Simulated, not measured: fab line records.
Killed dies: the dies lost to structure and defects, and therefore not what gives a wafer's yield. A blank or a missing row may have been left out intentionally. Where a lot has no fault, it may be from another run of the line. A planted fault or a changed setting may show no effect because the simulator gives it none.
fab line records | flow sky130
[record] lots = 15 | wafers = 45 | last-day = 50
route steps=708 shown POLY_GATE@227 LDD_HVP@288 SD_P@322 RES_XHIGH@341 SD_N@353
lots untouched by any fault: they come from a run of this same line in which no faults occurred
start-h: hours from the record's opening day to when the first of the lot's shown wafers began | wait-h: hours since the lot's step before | " identical to the entry in the row above | L1.1+2: several wafers, shown together as one row | - no value present, or no start provided | * or withheld: withheld | < > ~ a bound
route shown NAME@n: NAME is a module with steps in the file, n the number in the route of the first one | usual: mean/standard deviation of fault-free wafers | same: alike in all rows | chamber/n: place in a boat | sites: each site's reading | _std_site: the standard deviation of these | _edge_site: inner sites' mean taken away from outer sites' mean | radius-mm: for every site, how far away it sits from the centre of the wafer | mask NAME#n: copy n | behind: tool/chamber where the wafer was last shaped | hold: why the lot was held/for how many hours/how that ended | device: which transistor (n, p or np) failed to switch | end of line: at the end of the route, the tests of the same wafers | a step given without rows: its recipe and nothing more | killed: the dies lost at the first sort to structure and to defects; this is not the yield of the wafer | map: a wafer's dies, marking killed ones x, the rest . and places with no die _
set.NAME: the setting the step ran with; set.NAME@STEP: the setting that earlier step ran with | model.NAME: the simulator's own value behind a step, which no gauge read
the route's steps for a sample of lots (tables are steps, rows are wafers)
services: when a tool's chamber went out of use (start-h, in hours from the record's first day, below 0 if earlier), for how many hours, and the reason
[[steps]]
[step SKY_POLY_GATE_CD_MEAS_13]
[recipe] target-cd-nm = 150
[usual] cd-nm = 150.1/1.3
lot.wafer | tool      | chamber | start-h | wait-h | cd-nm
L846.2    | cd-sem-01 | -       | 375.24  | -      | 150.5
L846.3    | "         | -       | "       | "      | 150.7
L846.6    | "         | -       | "       | "      | 149.7
L845.1    | cd-sem-01 | -       | 375.55  | -      | 152.2
L845.3    | "         | -       | "       | "      | 150.4
L845.6    | "         | -       | "       | "      | 151.0
L848.1    | cd-sem-02 | -       | 394.20  | -      | 149.2
L848.4    | "         | -       | "       | "      | 148.9
L848.5    | "         | -       | "       | "      | 148.8
L849.2    | cd-sem-02 | -       | 430.49  | -      | 150.3
L849.3    | "         | -       | "       | "      | 150.3
L849.5    | "         | -       | "       | "      | 149.7
L852.3    | cd-sem-02 | -       | 431.08  | -      | 150.8
L852.4    | "         | -       | "       | "      | 150.1
L852.6    | "         | -       | "       | "      | 149.6
L859.2    | cd-sem-01 | -       | 493.15  | -      | 150.5
L859.3    | "         | -       | "       | "      | 149.7
L859.5    | "         | -       | "       | "      | 148.7
L860.1    | cd-sem-02 | -       | 506.18  | -      | 149.7
L860.4    | "         | -       | "       | "      | 150.6
L860.5    | "         | -       | "       | "      | 149.9
L861.3    | cd-sem-01 | -       | 512.71  | -      | 149.5
L861.4    | "         | -       | "       | "      | 148.2
L861.6    | "         | -       | "       | "      | 148.2
L862.1    | cd-sem-02 | -       | 516.85  | -      | 151.0
L862.2    | "         | -       | "       | "      | 150.4
L862.4    | "         | -       | "       | "      | 150.6
L863.3    | cd-sem-02 | -       | 521.11  | -      | 149.1
L863.5    | "         | -       | "       | "      | 150.4
L863.6    | "         | -       | "       | "      | 150.5
L865.1    | cd-sem-02 | -       | 547.55  | -      | 151.7
L865.5    | "         | -       | "       | "      | 151.9
L865.6    | "         | -       | "       | "      | 152.5
L864.1    | cd-sem-01 | -       | 547.87  | -      | 149.5
L864.2    | "         | -       | "       | "      | 150.0
L864.6    | "         | -       | "       | "      | 148.9
L866.3    | cd-sem-01 | -       | 551.49  | -      | 148.8
L866.5    | "         | -       | "       | "      | 149.5
L866.6    | "         | -       | "       | "      | 149.6
L867.1    | cd-sem-02 | -       | 557.75  | -      | 148.6
L867.3    | "         | -       | "       | "      | 149.8
L867.4    | "         | -       | "       | "      | 149.6
L868.1    | cd-sem-02 | -       | 568.38  | -      | 151.3
L868.3    | "         | -       | "       | "      | 151.4
L868.5    | "         | -       | "       | "      | 152.3
[step SKY_LDD_HVP_TW_MEAS_10]
[usual] LDD_HVP_TW = 455/3.9
lot.wafer | tool          | chamber | start-h | wait-h | LDD_HVP_TW
L846.2    | film-metro-01 | -       | 501.35  | 0.1    | 459
L846.3    | "             | -       | "       | "      | 459
L846.6    | "             | -       | "       | "      | 458
L845.1    | film-metro-01 | -       | 501.52  | 0.1    | 460
L845.3    | "             | -       | "       | "      | 460
L845.6    | "             | -       | "       | "      | 460
L848.1    | film-metro-01 | -       | 521.27  | 0.1    | 459
L848.4    | "             | -       | "       | "      | 457
L848.5    | "             | -       | "       | "      | 455
L849.2    | film-metro-04 | -       | 556.18  | 0.1    | 452
L849.3    | "             | -       | "       | "      | 451
L849.5    | "             | -       | "       | "      | 454
L852.3    | film-metro-01 | -       | 556.26  | 0.1    | 460
L852.4    | "             | -       | "       | "      | 458
L852.6    | "             | -       | "       | "      | 459
L859.2    | film-metro-04 | -       | 615.95  | 0.1    | 455
L859.3    | "             | -       | "       | "      | 451
L859.5    | "             | -       | "       | "      | 452
L860.1    | film-metro-04 | -       | 627.14  | 0.1    | 450
L860.4    | "             | -       | "       | "      | 450
L860.5    | "             | -       | "       | "      | 452
L861.3    | film-metro-02 | -       | 633.63  | 0.1    | 455
L861.4    | "             | -       | "       | "      | 457
L861.6    | "             | -       | "       | "      | 459
L862.1    | film-metro-04 | -       | 638.07  | 0.1    | 449
L862.2    | "             | -       | "       | "      | 451
L862.4    | "             | -       | "       | "      | 451
L863.3    | film-metro-04 | -       | 642.81  | 0.1    | 451
L863.5    | "             | -       | "       | "      | 451
L863.6    | "             | -       | "       | "      | 450
L865.1    | film-metro-01 | -       | 668.71  | 0.1    | 460
L865.5    | "             | -       | "       | "      | 459
L865.6    | "             | -       | "       | "      | 461
L864.1    | film-metro-04 | -       | 668.94  | 0.1    | 451
L864.2    | "             | -       | "       | "      | 452
L864.6    | "             | -       | "       | "      | 452
L866.3    | film-metro-04 | -       | 670.43  | 0.1    | 449
L866.5    | "             | -       | "       | "      | 447
L866.6    | "             | -       | "       | "      | 448
L867.1    | film-metro-01 | -       | 675.22  | 0.1    | 459
L867.3    | "             | -       | "       | "      | 459
L867.4    | "             | -       | "       | "      | 460
L868.1    | film-metro-01 | -       | 686.11  | 0.1    | 458
L868.3    | "             | -       | "       | "      | 458
L868.5    | "             | -       | "       | "      | 455
[step SKY_SD_P_COAT_02]
[recipe] resist = NOVOLAK | spin-rpm = 3000 | resist-thk-nm = 1140
[usual] chill-plate-temp-C = 23.01/0.11 | dispense-pressure-kPa = 47.1/2.6
lot.wafer | tool           | chamber | start-h | wait-h | chill-plate-temp-C | dispense-pressure-kPa
L846.2    | litho-track-04 | 0       | 578.33  | 0.1    | 23.09              | 44.7
L846.3    | "              | 0       | "       | "      | 23.02              | 44.7
L846.6    | "              | 0       | "       | "      | 22.96              | 44.7
L845.1    | litho-track-01 | 0       | 579.52  | 0.1    | 22.85              | 50.8
L845.3    | "              | 0       | "       | "      | 22.94              | 50.8
L845.6    | "              | 0       | "       | "      | 22.95              | 50.8
L848.1    | litho-track-01 | 0       | 597.42  | 0.1    | 23.01              | 50.8
L848.4    | "              | 0       | "       | "      | 22.80              | 50.8
L848.5    | "              | 0       | "       | "      | 22.98              | 50.7
L849.2    | litho-track-04 | 0       | 631.43  | 0.1    | 22.89              | 44.7
L849.3    | "              | 0       | "       | "      | 22.90              | 44.7
L849.5    | "              | 0       | "       | "      | 22.95              | 44.7
L852.3    | litho-track-04 | 0       | 632.66  | 0.1    | 23.01              | 44.7
L852.4    | "              | 0       | "       | "      | 23.28              | 44.7
L852.6    | "              | 0       | "       | "      | 23.10              | 44.7
L859.2    | litho-track-04 | -       | 691.23  | 0.1    | -                  | -
L859.3    | "              | -       | "       | "      | -                  | -
L859.5    | "              | -       | "       | "      | -                  | -
L860.1    | litho-track-03 | -       | 699.40  | 0.1    | -                  | -
L860.4    | "              | -       | "       | "      | -                  | -
L860.5    | "              | -       | "       | "      | -                  | -
L861.3    | litho-track-03 | -       | 705.90  | 0.1    | -                  | -
L861.4    | "              | -       | "       | "      | -                  | -
L861.6    | "              | -       | "       | "      | -                  | -
L862.1    | litho-track-01 | 0       | 708.87  | 0.1    | 22.92              | 50.8
L862.2    | "              | 0       | "       | "      | 23.04              | 50.7
L862.4    | "              | 0       | "       | "      | 22.84              | 50.8
L863.3    | litho-track-04 | 0       | 714.66  | 0.1    | 23.11              | 44.7
L863.5    | "              | 0       | "       | "      | 23.22              | 44.7
L863.6    | "              | 0       | "       | "      | 23.05              | 44.7
L865.1    | litho-track-04 | 0       | 739.51  | 0.1    | 22.87              | 44.7
L865.5    | "              | 0       | "       | "      | 22.87              | 44.7
L865.6    | "              | 0       | "       | "      | 23.07              | 44.7
L864.1    | litho-track-03 | 0       | 740.70  | 0.1    | 23.02              | 45.9
L864.2    | "              | 0       | "       | "      | 23.09              | 46.0
L864.6    | "              | 0       | "       | "      | 22.98              | 46.0
L866.3    | litho-track-03 | 0       | 742.95  | 0.1    | 22.92              | 45.9
L866.5    | "              | 0       | "       | "      | 22.84              | 45.9
L866.6    | "              | 0       | "       | "      | 22.98              | 45.9
L867.1    | litho-track-03 | 0       | 749.00  | 0.1    | 23.06              | 46.0
L867.3    | "              | 0       | "       | "      | 23.01              | 46.0
L867.4    | "              | 0       | "       | "      | 23.00              | 45.9
L868.1    | litho-track-01 | 0       | 759.02  | 0.1    | 23.08              | 50.8
L868.3    | "              | 0       | "       | "      | 23.03              | 50.8
L868.5    | "              | 0       | "       | "      | 23.14              | 50.7
[step SKY_SD_P_CD_MEAS_07]
[recipe] target-cd-nm = 380
[usual] cd-nm = 379/3.1
lot.wafer | tool      | chamber | start-h | wait-h | cd-nm
L846.2    | cd-sem-02 | -       | 592.82  | 0.1    | 381
L846.3    | "         | -       | "       | "      | 381
L846.6    | "         | -       | "       | "      | 380
L845.1    | cd-sem-02 | -       | 593.62  | 0.1    | 378
L845.3    | "         | -       | "       | "      | 375
L845.6    | "         | -       | "       | "      | 378
L848.1    | cd-sem-02 | -       | 612.42  | 0.1    | 384
L848.4    | "         | -       | "       | "      | 383
L848.5    | "         | -       | "       | "      | 385
L849.2    | cd-sem-02 | -       | 645.57  | 0.1    | 374
L849.3    | "         | -       | "       | "      | 374
L849.5    | "         | -       | "       | "      | 374
L852.3    | cd-sem-01 | -       | 646.47  | 0.2    | 379
L852.4    | "         | -       | "       | "      | 379
L852.6    | "         | -       | "       | "      | 377
L859.2    | cd-sem-02 | -       | 704.92  | 0.1    | -
L859.3    | "         | -       | "       | "      | -
L859.5    | "         | -       | "       | "      | -
L860.1    | cd-sem-01 | -       | 713.21  | 0.1    | -
L860.4    | "         | -       | "       | "      | -
L860.5    | "         | -       | "       | "      | -
L861.3    | cd-sem-01 | -       | 720.74  | 0.1    | -
L861.4    | "         | -       | "       | "      | -
L861.6    | "         | -       | "       | "      | -
L862.1    | cd-sem-02 | -       | 724.00  | 0.1    | 374
L862.2    | "         | -       | "       | "      | 376
L862.4    | "         | -       | "       | "      | 374
L863.3    | cd-sem-02 | -       | 729.34  | 0.1    | 378
L863.5    | "         | -       | "       | "      | 379
L863.6    | "         | -       | "       | "      | 380
L865.1    | cd-sem-02 | -       | 753.76  | 0.1    | 380
L865.5    | "         | -       | "       | "      | 380
L865.6    | "         | -       | "       | "      | 377
L864.1    | cd-sem-01 | -       | 754.92  | 0.1    | 382
L864.2    | "         | -       | "       | "      | 382
L864.6    | "         | -       | "       | "      | 383
L866.3    | cd-sem-01 | -       | 758.05  | 0.1    | 376
L866.5    | "         | -       | "       | "      | 378
L866.6    | "         | -       | "       | "      | 375
L867.1    | cd-sem-01 | -       | 762.97  | 0.1    | 377
L867.3    | "         | -       | "       | "      | 376
L867.4    | "         | -       | "       | "      | 375
L868.1    | cd-sem-01 | -       | 771.87  | 0.1    | 376
L868.3    | "         | -       | "       | "      | 379
L868.5    | "         | -       | "       | "      | 376
[step SKY_RES_XHIGH_TW_MEAS_09]
[usual] RES_XHIGH_TW = 1640/8.6
lot.wafer | tool          | chamber | start-h | wait-h | RES_XHIGH_TW
L846.2    | film-metro-03 | -       | 622.74  | 0.1    | 1626
L846.3    | "             | -       | "       | "      | 1645
L846.6    | "             | -       | "       | "      | 1626
L845.1    | film-metro-02 | -       | 623.33  | 0.1    | 1645
L845.3    | "             | -       | "       | "      | 1640
L845.6    | "             | -       | "       | "      | 1643
L848.1    | film-metro-01 | -       | 641.78  | 0.1    | 1651
L848.4    | "             | -       | "       | "      | 1653
L848.5    | "             | -       | "       | "      | 1648
L849.2    | film-metro-02 | -       | 674.06  | 0.1    | 1654
L849.3    | "             | -       | "       | "      | 1641
L849.5    | "             | -       | "       | "      | 1640
L852.3    | film-metro-02 | -       | 674.67  | 0.1    | 1637
L852.4    | "             | -       | "       | "      | 1635
L852.6    | "             | -       | "       | "      | 1645
L859.2    | film-metro-02 | -       | 733.66  | 0.1    | 2854
L859.3    | "             | -       | "       | "      | 2864
L859.5    | "             | -       | "       | "      | 2852
L860.1    | film-metro-02 | -       | 741.67  | 0.1    | 2864
L860.4    | "             | -       | "       | "      | 2871
L860.5    | "             | -       | "       | "      | 2882
L861.3    | film-metro-01 | -       | 748.97  | 0.1    | 2884
L861.4    | "             | -       | "       | "      | 2894
L861.6    | "             | -       | "       | "      | 2884
L862.1    | film-metro-02 | -       | 751.44  | 0.1    | 1633
L862.2    | "             | -       | "       | "      | 1632
L862.4    | "             | -       | "       | "      | 1645
L863.3    | film-metro-03 | -       | 756.29  | 0.1    | 1636
L863.5    | "             | -       | "       | "      | 1629
L863.6    | "             | -       | "       | "      | 1635
L865.1    | film-metro-03 | -       | 781.49  | 0.1    | 1631
L865.5    | "             | -       | "       | "      | 1638
L865.6    | "             | -       | "       | "      | 1620
L864.1    | film-metro-01 | -       | 782.14  | 0.1    | 1651
L864.2    | "             | -       | "       | "      | 1651
L864.6    | "             | -       | "       | "      | 1666
L866.3    | film-metro-03 | -       | 785.42  | 0.1    | 1631
L866.5    | "             | -       | "       | "      | 1625
L866.6    | "             | -       | "       | "      | 1633
L867.1    | film-metro-03 | -       | 790.72  | 0.1    | 1632
L867.3    | "             | -       | "       | "      | 1634
L867.4    | "             | -       | "       | "      | 1633
L868.1    | film-metro-02 | -       | 798.80  | 0.1    | 1632
L868.3    | "             | -       | "       | "      | 1633
L868.5    | "             | -       | "       | "      | 1628
[step SKY_SD_N_STRIP_11]
[recipe] chemistry = O2/N2 | power-w = 1400 | pressure-mtorr = 1500 | platen-temp-c = withheld | o2-flow-sccm = 3000 | n2-flow-sccm = 300 | overash-fraction = 0.5
[usual] drypump-motor-current-A = 5.5/0.43 | oes-product-au = 0.528/0.0041 | strip-time-to-endpoint-s = 22.43/0.037
lot.wafer | tool            | chamber | start-h | wait-h | drypump-motor-current-A | oes-product-au | rf-hours-counter-h | strip-time-to-endpoint-s
L846.2    | plasma-asher-03 | 1       | 651.56  | 0.1    | 5.9                     | 0.525          | 82                 | 22.42
L846.3    | "               | 0       | "       | "      | 4.9                     | 0.529          | -                  | 22.40
L846.6    | "               | 0       | "       | "      | 4.9                     | 0.533          | -                  | 22.44
L845.1    | plasma-asher-04 | 1       | 651.69  | 0.1    | 4.9                     | 0.531          | 94                 | 22.42
L845.3    | "               | 1       | "       | "      | 4.9                     | 0.528          | -                  | 22.44
L845.6    | "               | 1       | "       | "      | 4.9                     | 0.527          | -                  | 22.43
L848.1    | plasma-asher-04 | 0       | 670.26  | 0.1    | 6.0                     | 0.527          | 96                 | 22.45
L848.4    | "               | 1       | "       | "      | 4.9                     | 0.529          | -                  | 22.47
L848.5    | "               | 1       | "       | "      | 4.9                     | 0.526          | -                  | 22.39
L849.2    | plasma-asher-03 | 1       | 702.21  | 0.1    | 5.9                     | 0.521          | 87                 | 22.45
L849.3    | "               | 0       | "       | "      | 4.9                     | 0.529          | -                  | 22.44
L849.5    | "               | 1       | "       | "      | 5.9                     | 0.534          | -                  | 22.43
L852.3    | plasma-asher-03 | 1       | 702.55  | 0.1    | 5.9                     | 0.525          | -                  | 22.49
L852.4    | "               | 0       | "       | "      | 4.9                     | 0.537          | -                  | 22.49
L852.6    | "               | 1       | "       | "      | 5.9                     | 0.523          | -                  | 22.49
L859.2    | plasma-asher-02 | 1       | 761.64  | 0.1    | 5.4                     | 0.527          | 65                 | 22.39
L859.3    | "               | 0       | "       | "      | 5.6                     | 0.532          | -                  | 22.42
L859.5    | "               | 0       | "       | "      | 5.6                     | 0.527          | -                  | 22.43
L860.1    | plasma-asher-02 | 0       | 768.91  | 0.1    | 5.7                     | 0.526          | 66                 | 22.41
L860.4    | "               | 0       | "       | "      | 5.6                     | 0.525          | -                  | 22.45
L860.5    | "               | 0       | "       | "      | 5.7                     | 0.531          | -                  | 22.48
L861.3    | plasma-asher-02 | 1       | 776.46  | 0.1    | 5.4                     | 0.532          | -                  | 22.44
L861.4    | "               | 0       | "       | "      | 5.6                     | 0.523          | -                  | 22.48
L861.6    | "               | 0       | "       | "      | 5.7                     | 0.525          | -                  | 22.48
L862.1    | plasma-asher-02 | 1       | 778.39  | 0.1    | 5.3                     | 0.521          | 67                 | 22.41
L862.2    | "               | 0       | "       | "      | 5.6                     | 0.526          | 67                 | 22.41
L862.4    | "               | 0       | "       | "      | 5.6                     | 0.525          | -                  | 22.39
L863.3    | plasma-asher-02 | 0       | 783.46  | 0.1    | 5.7                     | 0.533          | -                  | 22.39
L863.5    | "               | 1       | "       | "      | 5.4                     | 0.526          | -                  | 22.39
L863.6    | "               | 0       | "       | "      | 5.7                     | 0.530          | -                  | 22.41
L865.1    | plasma-asher-04 | 1       | 807.84  | 0.1    | 4.9                     | 0.529          | 7                  | 22.49
L865.5    | "               | 1       | "       | "      | 4.9                     | 0.531          | -                  | 22.43
L865.6    | "               | 0       | "       | "      | 6.0                     | 0.529          | -                  | 22.42
L864.1    | plasma-asher-04 | 0       | 809.33  | 0.1    | 6.0                     | 0.528          | 7                  | 22.43
L864.2    | "               | 1       | "       | "      | 4.9                     | 0.523          | 7                  | 22.44
L864.6    | "               | 1       | "       | "      | 4.9                     | 0.528          | -                  | 22.43
L866.3    | plasma-asher-03 | 0       | 811.90  | 0.1    | 4.9                     | 0.525          | -                  | 22.48
L866.5    | "               | 1       | "       | "      | 5.9                     | 0.535          | -                  | 22.44
L866.6    | "               | 0       | "       | "      | 4.9                     | 0.535          | -                  | 22.42
L867.1    | plasma-asher-04 | 1       | 817.14  | 0.1    | 4.9                     | 0.534          | 8                  | 22.42
L867.3    | "               | 1       | "       | "      | 4.9                     | 0.536          | -                  | 22.43
L867.4    | "               | 0       | "       | "      | 6.0                     | 0.528          | -                  | 22.39
L868.1    | plasma-asher-02 | 0       | 825.38  | 0.1    | 5.6                     | 0.534          | 73                 | 22.45
L868.3    | "               | 0       | "       | "      | 5.6                     | 0.532          | -                  | 22.42
L868.5    | "               | 1       | "       | "      | 5.3                     | 0.527          | -                  | 22.45
[[services]]
tool            | chamber | start-h | hours | kind
plasma-asher-04 | -       | 567.57  | 12.9  | repair
plasma-asher-04 | -       | 613.68  | 9.7   | repair
plasma-asher-04 | -       | 628.50  | 15.2  | repair
plasma-asher-04 | -       | 733.75  | 9.0   | pm
plasma-asher-04 | 0       | 733.75  | 9.0   | vent-cycle
plasma-asher-04 | 1       | 733.75  | 9.0   | vent-cycle
plasma-asher-04 | 0       | 742.75  | -     | clean
plasma-asher-04 | 1       | 742.75  | -     | clean
plasma-asher-03 | -       | 777.19  | 2.8   | pm
[[key]]
[first-sign] step = SKY_SD_P_COAT_02 | reading = tool-record | direction = missing
[effect] step = SKY_SD_P_CD_MEAS_07 | reading = cd-nm | direction = missing
[effect] step = SKY_RES_XHIGH_TW_MEAS_09 | reading = RES_XHIGH_TW | direction = up | sigmas = 99+ | usual = 1640 | struck = 2872
met-at SKY_SD_P_COAT_02
struck-lots L859,L860,L861
sort-left-out L859.2,L859.3,L859.5,L860.1,L860.4,L860.5,L861.3,L861.4,L861.6
tester-left-out L859,L860,L861
not-acting-at SKY_POLY_GATE_CD_MEAS_13,SKY_LDD_HVP_TW_MEAS_10,SKY_SD_N_STRIP_11
onset-between 632.66 691.23
[fault] kind = skipped-step-whole | tool = litho-track-03,litho-track-04 | chamber = - | onset-h = 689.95 | steps = SKY_SD_P_COAT_02 | scope = struck-lots-only
// tester-left-out: of these lots the tester's yield and bins aren't shown, on N5 and GAA mostly nor the transistor test; their killed dies are dies lost to structure and defects alone, not to doping, threshold or leakage, so they don't give the yield
// sort-left-out: the simulated sort isn't trusted on such a fault, so these wafers' sort isn't shown, and their yield isn't known
